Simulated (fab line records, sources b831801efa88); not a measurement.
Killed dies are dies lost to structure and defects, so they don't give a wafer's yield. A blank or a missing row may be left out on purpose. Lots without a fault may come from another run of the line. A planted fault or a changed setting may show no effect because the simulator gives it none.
Chamber matching | flow gf180mcu | GF_POLY_GATE_ETCH_12 on rie_diel-03: 4 sister chambers
The step etches BARC in N2/H2. 14 wafers are shown with their chamber, then 7 later ones without.

WAFERS WITH THEIR CHAMBER
wafer  | chamber | drypump_motor_current_A (A) | oes_product_au (a.u.) | throttle_valve_pct (%)
L541.2 | 0       | 5.4                         | 0.735                 | 13.211
L541.3 | 2       | 5.8                         | 0.734                 | 13.211
L541.6 | 3       | 5.4                         | 0.738                 | 13.215
L542.3 | 3       | 5.4                         | 0.741                 | 13.219
L542.5 | 0       | 5.4                         | 0.741                 | 13.214
L542.6 | 3       | 5.4                         | 0.730                 | 13.202
L544.2 | 2       | 5.7                         | 0.734                 | 13.206
L544.4 | 0       | 5.4                         | 0.737                 | 13.226
L544.6 | 2       | 5.7                         | 0.729                 | 13.202
L554.1 | 3       | 5.4                         | 0.737                 | 13.203
L554.3 | 0       | 5.4                         | 0.746                 | 13.205
L554.5 | 0       | 5.4                         | 0.740                 | 13.224
L555.1 | 1       | 6.2                         | 0.740                 | 13.210
L555.2 | 3       | 5.4                         | 0.738                 | 13.228

SIGNATURES (means of the wafers above)
reading                 | chamber 0 | chamber 1 | chamber 2 | chamber 3 | scatter within a chamber
drypump_motor_current_A | 5.400     | 6.200     | 5.733     | 5.400     | 0.0258
oes_product_au          | 0.73980   | 0.74000   | 0.73233   | 0.73680   | 0.00393
throttle_valve_pct      | 13.21600  | 13.21000  | 13.20633  | 13.21340  | 0.00916
Rule: a wafer's distance from a chamber is the root of the sum, over the readings, of the square of ((its reading less the chamber's mean) divided by the reading's scatter). The wafer belongs to the nearest chamber; if the next one is less than 2 further off, it can't be placed. The scatter: the root of (the sum of the squares of (reading less its chamber's mean) over the shown wafers, divided by (wafers less chambers)).

WAFERS WITHOUT THEIR CHAMBER
wafer  | drypump_motor_current_A (A) | oes_product_au (a.u.) | throttle_valve_pct (%)
L555.5 | 5.4                         | 0.738                 | 13.214
L556.1 | 6.2                         | 0.728                 | 13.221
L556.3 | 5.7                         | 0.735                 | 13.207
L556.4 | 5.4                         | 0.732                 | 13.210
L558.1 | 5.4                         | 0.743                 | 13.210
L558.2 | 6.2                         | 0.734                 | 13.200
L558.3 | 5.4                         | 0.731                 | 13.218

WHICH CHAMBER EACH WENT THROUGH
wafer  | from the rows above     | in truth
L555.5 | can't be placed: 3 or 0 | 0
L556.1 | 1                       | 1
L556.3 | 2                       | 2
L556.4 | can't be placed: 3 or 0 | 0
L558.1 | can't be placed: 0 or 3 | 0
L558.2 | 1                       | 1
L558.3 | can't be placed: 3 or 0 | 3
Placed correctly: 3 of 7. Can't be placed from these rows: 4 (the true chamber is among the candidates in 4). Placed wrongly: 0.
